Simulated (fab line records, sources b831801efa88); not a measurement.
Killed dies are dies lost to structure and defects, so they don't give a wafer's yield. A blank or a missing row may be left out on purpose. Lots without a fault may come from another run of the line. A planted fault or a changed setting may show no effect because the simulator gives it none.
Which tool did it? | flow sfq_line | 7 lots, 21 wafers sampled, at 2 steps of a route of 325

WHAT THE GAUGES READ, wafer by wafer
SFQ_I1_BOW_MEAS_912.
lot  | measured     | on            | I1_BOW (um)
L701 | day 13 09:34 | film_metro-04 | 15 10 0
L703 | day 14 04:58 | film_metro-04 | 3 -5 5
L705 | day 15 16:00 | film_metro-01 | -6 9 -11
L709 | day 16 19:00 | film_metro-01 | 2 1 1 - - -
L717 | day 19 01:36 | film_metro-04 | -9 -8 -18
L720 | day 20 03:24 | film_metro-04 | -2 14 -4
L722 | day 20 14:22 | film_metro-04 | 1 10 -6

WHICH TOOL RAN EACH LOT (tool, then ch and the chambers of the sampled wafers, then the start)
lot  | SFQ_TRILAYER_I1_CMP_CMP_046
L701 | cmp-01 ch 0,1,3, day 13 07:32
L703 | cmp-02 ch 0,1,2, day 14 01:58
L705 | cmp-02 ch 0,1,2, day 15 13:00
L709 | cmp-02 ch 0,2, day 16 16:30
L717 | cmp-01 ch 1,2,3, day 18 22:36
L720 | cmp-02 ch 0,2,3, day 20 00:24
L722 | cmp-02 ch 1,2,3, day 20 11:49
- SFQ_TRILAYER_I1_CMP_CMP_046: polishes SiO2.

THE ANSWER, worked out from the rows above alone
Rule: what is usual is taken from the lots themselves. Put in order of their means at a reading, lots are off if they are a third of the lots or fewer, leave a main group of 4 or more, and stand apart from it by a gap of 3 or more times the standard deviation of the main group's means; of several such gaps the widest counts. A main group whose means are all the same, to the digits that the tables above print for the reading, isn't used. A lot without any number at a reading at which 4 lots or more have one is off too. The other lots that the step has rows for count as sound.
No lot is off at any reading shown: from this, nothing can be told.

WHAT THE SIMULATOR HAD PUT IN
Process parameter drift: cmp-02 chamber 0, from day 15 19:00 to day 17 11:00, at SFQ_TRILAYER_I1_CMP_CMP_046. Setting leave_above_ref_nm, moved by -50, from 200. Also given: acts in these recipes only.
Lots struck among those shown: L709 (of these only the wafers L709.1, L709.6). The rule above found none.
